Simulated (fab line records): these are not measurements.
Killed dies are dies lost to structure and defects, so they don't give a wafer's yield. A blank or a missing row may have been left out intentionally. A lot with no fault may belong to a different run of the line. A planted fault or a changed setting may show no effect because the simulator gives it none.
One fault through the eyes of 2 desks / flow sky130 / each desk holds nothing but its own numbers, with what lay behind them at the end

METROLOGY DESK
What the gauges read, lot by lot, whatever tool the lot ran on: means of the sampled wafers that have a number. Marked OUT: a lot whose mean sits more than 4 standard deviations from the usual mean, which makes it out of limits; the brackets give that distance.
Columns: A = VIA1_W_RS at SKY_VIA1_RS_MEAS_22, usual 0.426 ohm/sq; B = VIA1_W_THK at SKY_VIA1_THK_MEAS_23, usual 265 nm
lot=L407; first seen here=day 33 11:42; A=0.429; B=262
lot=L408; first seen here=day 34 02:07; A=0.429; B=263
lot=L413; first seen here=day 36 06:08; A=0.432; B=262
lot=L412; first seen here=day 36 09:13; A=0.437; B=261
lot=L416; first seen here=day 36 19:47; A=0.393 (-4.9) OUT; B=292 (+5.7) OUT
lot=L417; first seen here=day 37 00:10; A=0.427; B=266
lot=L418; first seen here=day 37 09:31; A=0.366 (-9.0) OUT; B=316 (+11) OUT
lot=L419; first seen here=day 37 16:26; A=0.370 (-8.4) OUT; B=312 (+10) OUT
lot=L425; first seen here=day 39 19:38; A=0.425; B=266
lot=L427; first seen here=day 40 04:46; A=0.422; B=270
lot=L426; first seen here=day 40 06:07; A=0.421; B=267
lot=L428; first seen here=day 40 07:33; A=0.422; B=268
lot=L429; first seen here=day 40 19:35; A=0.407; B=277
Per this desk, out of limits: L416, L418, L419; the first was L416, day 36 19:47 (VIA1_W_RS at SKY_VIA1_RS_MEAS_22). In limits: L407, L408, L413, L412, L417, L425, L427, L426, L428, L429.

AT THE TOOL OWNER'S DESK: cvd_w-02
The tool's own readings at SKY_VIA1_CVD_21 (deposits W, target thk 270 nm, time 80.902 s): means of the sampled wafers that have a number, for each lot that ran on this tool. Marked OUT: a lot whose mean sits more than 4 standard deviations from the usual mean, which makes it out of limits; the brackets give that distance.
Columns: A = heater_power_w at SKY_VIA1_CVD_21, usual 845 W
lot=L407; first seen here=day 33 11:36; A=761
lot=L408; first seen here=day 34 02:02; A=832
lot=L413; first seen here=day 36 06:02; A=884
lot=L412; first seen here=day 36 09:07; A=812
lot=L416; first seen here=day 36 19:41; A=878
lot=L418; first seen here=day 37 09:24; A=920
lot=L419; first seen here=day 37 16:20; A=848
lot=L425; first seen here=day 39 19:32; A=873
lot=L427; first seen here=day 40 04:41; A=828
lot=L426; first seen here=day 40 06:02; A=928
lot=L429; first seen here=day 40 19:28; A=779
This desk found nothing out of limits on any of the 11 lots.

PUT TOGETHER
On L416, L418, L419, the metrology desk was in a position to raise an alarm at day 36 19:47.
The desk of the tool owner found nothing out of limits.
On record at the tool owner's desk: L416, L418, L419, within its limits.
SKY_VIA1_CVD_21 was run on cvd_w-02 by each of the lots named.

WHAT THE SIMULATOR HAD PUT IN
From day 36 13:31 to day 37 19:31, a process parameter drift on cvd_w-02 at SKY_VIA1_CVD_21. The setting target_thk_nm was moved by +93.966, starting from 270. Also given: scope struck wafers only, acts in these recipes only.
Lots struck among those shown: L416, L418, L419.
Time in hours between the start of the fault and the first out-of-limits reading at each desk: metrology desk, 6.
